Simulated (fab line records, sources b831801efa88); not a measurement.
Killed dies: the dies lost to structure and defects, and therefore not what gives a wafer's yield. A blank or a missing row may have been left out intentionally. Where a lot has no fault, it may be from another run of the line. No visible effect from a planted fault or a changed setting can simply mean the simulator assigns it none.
Tool commonality check + flow sky130 + 42 wafers sampled across 14 lots

== THE REASON FOR OPENING IT ==
Of 14 lots, 2 have the reading LDD_LDN_TW flagged at SKY_LDD_LDN_TW_MEAS_13. No-fault wafers: 1472, standard deviation 5.7.
Rule: a lot is flagged when every wafer of it that has a number lies more than 4 standard deviations from that mean, or none has a number. The rest of the lots are taken to be sound.

| lot  | measured     | on            | LDD_LDN_TW, wafer by wafer | flag    |
|------|--------------|---------------|----------------------------|---------|
| L436 | day 22 18:26 | film-metro-01 | 1473 1473 1483             |         |
| L437 | day 23 06:28 | film-metro-01 | 1475 1468 1469             |         |
| L438 | day 23 10:07 | film-metro-01 | 1474 1470 1470             |         |
| L439 | day 23 22:25 | film-metro-01 | 1472 1472 1465             |         |
| L440 | day 24 04:13 | film-metro-04 | 1481 1475 1480             |         |
| L445 | day 26 12:54 | film-metro-02 | 30 30 30                   | FLAGGED |
| L446 | day 26 21:32 | film-metro-02 | 30 30 30                   | FLAGGED |
| L451 | day 28 13:28 | film-metro-04 | 1465 1468 1475             |         |
| L452 | day 28 19:56 | film-metro-01 | 1461 1466 1468             |         |
| L454 | day 29 07:16 | film-metro-02 | 1474 1473 1466             |         |
| L455 | day 29 11:11 | film-metro-01 | 1476 1485 1470             |         |
| L456 | day 29 19:25 | film-metro-01 | 1472 1478 1485             |         |
| L458 | day 30 12:01 | film-metro-01 | 1466 1479 1467             |         |
| L459 | day 30 15:04 | film-metro-04 | 1471 1470 1477             |         |
On average the flagged lots read 30, which is -1442 against the usual, or -99 or more standard deviations.

== LOT BY LOT: THE TOOL USED ==
Before the reading, the record contains 3 process steps out of a 708-step route. Each cell gives the tool, then ch followed by the chambers the sampled wafers passed through, then the start.
| lot  | flag    | SKY_SONOS_ONO_ETCH_15              | SKY_LDD_HVP_STRIP_09                 | SKY_LDD_LDN_STRIP_12                 |
|------|---------|------------------------------------|--------------------------------------|--------------------------------------|
| L436 |         | rie-diel-04 ch 0,2,3, day 12 13:41 | plasma-asher-01 ch 0,1, day 21 10:34 | plasma-asher-02 ch 0,1, day 22 18:20 |
| L437 |         | rie-diel-04 ch 0,1,3, day 12 23:00 | plasma-asher-03 ch 0,1, day 21 23:07 | plasma-asher-02 ch 0,1, day 23 06:22 |
| L438 |         | rie-diel-03 ch 0,1,2, day 13 03:53 | plasma-asher-01 ch 0,1, day 22 02:17 | plasma-asher-04 ch 1, day 23 10:01   |
| L439 |         | rie-diel-02 ch 2,3, day 13 11:08   | plasma-asher-04 ch 0,1, day 22 15:40 | plasma-asher-01 ch 0,1, day 23 22:19 |
| L440 |         | rie-diel-03 ch 1,2, day 13 19:12   | plasma-asher-01 ch 0,1, day 22 21:10 | plasma-asher-02 ch 0,1, day 24 04:07 |
| L445 | FLAGGED | rie-diel-02 ch 0,1,2, day 15 22:51 | plasma-asher-01 ch 0,1, day 25 06:56 | plasma-asher-01 ch 0,1, day 26 12:49 |
| L446 | FLAGGED | rie-diel-02 ch 2,3, day 16 12:29   | plasma-asher-04 ch 0,1, day 25 16:16 | plasma-asher-01 ch 0, day 26 21:26   |
| L451 |         | rie-diel-03 ch 0,1,3, day 18 03:05 | plasma-asher-03 ch 0,1, day 27 08:47 | plasma-asher-02 ch 1, day 28 13:22   |
| L452 |         | rie-diel-02 ch 0,3, day 18 10:02   | plasma-asher-03 ch 0,1, day 27 14:32 | plasma-asher-02 ch 0,1, day 28 19:50 |
| L454 |         | rie-diel-03 ch 1,2,3, day 18 23:44 | plasma-asher-04 ch 0,1, day 28 02:01 | plasma-asher-04 ch 0,1, day 29 07:10 |
| L455 |         | rie-diel-03 ch 0,1,3, day 19 01:02 | plasma-asher-01 ch 0,1, day 28 06:28 | plasma-asher-04 ch 0,1, day 29 11:05 |
| L456 |         | rie-diel-04 ch 1,2,3, day 19 12:14 | plasma-asher-03 ch 1, day 28 15:10   | plasma-asher-01 ch 0,1, day 29 19:19 |
| L458 |         | rie-diel-04 ch 1,3, day 20 07:09   | plasma-asher-01 ch 0,1, day 29 07:58 | plasma-asher-04 ch 1, day 30 11:55   |
| L459 |         | rie-diel-04 ch 0,3, day 20 12:29   | plasma-asher-01 ch 0,1, day 29 10:26 | plasma-asher-04 ch 0,1, day 30 14:58 |
What these steps do:
- SKY_SONOS_ONO_ETCH_15: etches the open film in CHF3/O2, target depth 19.52 nm, time 7.8 s.
- SKY_LDD_HVP_STRIP_09: strips in O2/N2.
- SKY_LDD_LDN_STRIP_12: strips in O2/N2.
- SKY_LDD_LDN_TW_MEAS_13

== FLAGGED OVER TOTAL, TOOL BY TOOL (the gauges that took the reading come last) ==
| step                   | tool            | lots run | flagged | share of the flagged lots | sound lots run after its first flagged lot |
|------------------------|-----------------|----------|---------|---------------------------|--------------------------------------------|
| SKY_SONOS_ONO_ETCH_15  | rie-diel-02     | 4        | 2       | all                       | 1 (L452)                                   |
| SKY_SONOS_ONO_ETCH_15  | rie-diel-03     | 5        | 0       | none                      | -                                          |
| SKY_SONOS_ONO_ETCH_15  | rie-diel-04     | 5        | 0       | none                      | -                                          |
| SKY_LDD_HVP_STRIP_09   | plasma-asher-01 | 7        | 1       | some                      | 3 (L455,L458,L459)                         |
| SKY_LDD_HVP_STRIP_09   | plasma-asher-03 | 4        | 0       | none                      | -                                          |
| SKY_LDD_HVP_STRIP_09   | plasma-asher-04 | 3        | 1       | some                      | 1 (L454)                                   |
| SKY_LDD_LDN_STRIP_12   | plasma-asher-01 | 4        | 2       | all                       | 1 (L456)                                   |
| SKY_LDD_LDN_STRIP_12   | plasma-asher-02 | 5        | 0       | none                      | -                                          |
| SKY_LDD_LDN_STRIP_12   | plasma-asher-04 | 5        | 0       | none                      | -                                          |
| SKY_LDD_LDN_TW_MEAS_13 | film-metro-01   | 8        | 0       | none                      | -                                          |
| SKY_LDD_LDN_TW_MEAS_13 | film-metro-02   | 3        | 2       | all                       | 1 (L454)                                   |
| SKY_LDD_LDN_TW_MEAS_13 | film-metro-04   | 3        | 0       | none                      | -                                          |

== WHAT THE TABLE ALLOWS ==
Rows of the table that ran every flagged lot, 3 in all: rie-diel-02 at SKY_SONOS_ONO_ETCH_15, plasma-asher-01 at SKY_LDD_LDN_STRIP_12, film-metro-02 at SKY_LDD_LDN_TW_MEAS_13.
- rie-diel-02 at SKY_SONOS_ONO_ETCH_15: 2 of its 4 lots flagged. Sound lots followed the first flagged one (L452) on it, something a lasting fault affecting the whole tool could not allow.
- plasma-asher-01 at SKY_LDD_LDN_STRIP_12: 2 of its 4 lots flagged. Sound lots followed the first flagged one (L456) on it, something a lasting fault affecting the whole tool could not allow. Its own readings lie more than 4 standard deviations out on every wafer of the flagged lots: strip-time-to-endpoint-s.
- film-metro-02 at SKY_LDD_LDN_TW_MEAS_13: 2 of its 3 lots flagged. Sound lots followed the first flagged one (L454) on it, something a lasting fault affecting the whole tool could not allow.
There is no row in the table that ran each flagged lot and no sound lot after the first.

== WHAT THE SIMULATOR HAD INSERTED ==
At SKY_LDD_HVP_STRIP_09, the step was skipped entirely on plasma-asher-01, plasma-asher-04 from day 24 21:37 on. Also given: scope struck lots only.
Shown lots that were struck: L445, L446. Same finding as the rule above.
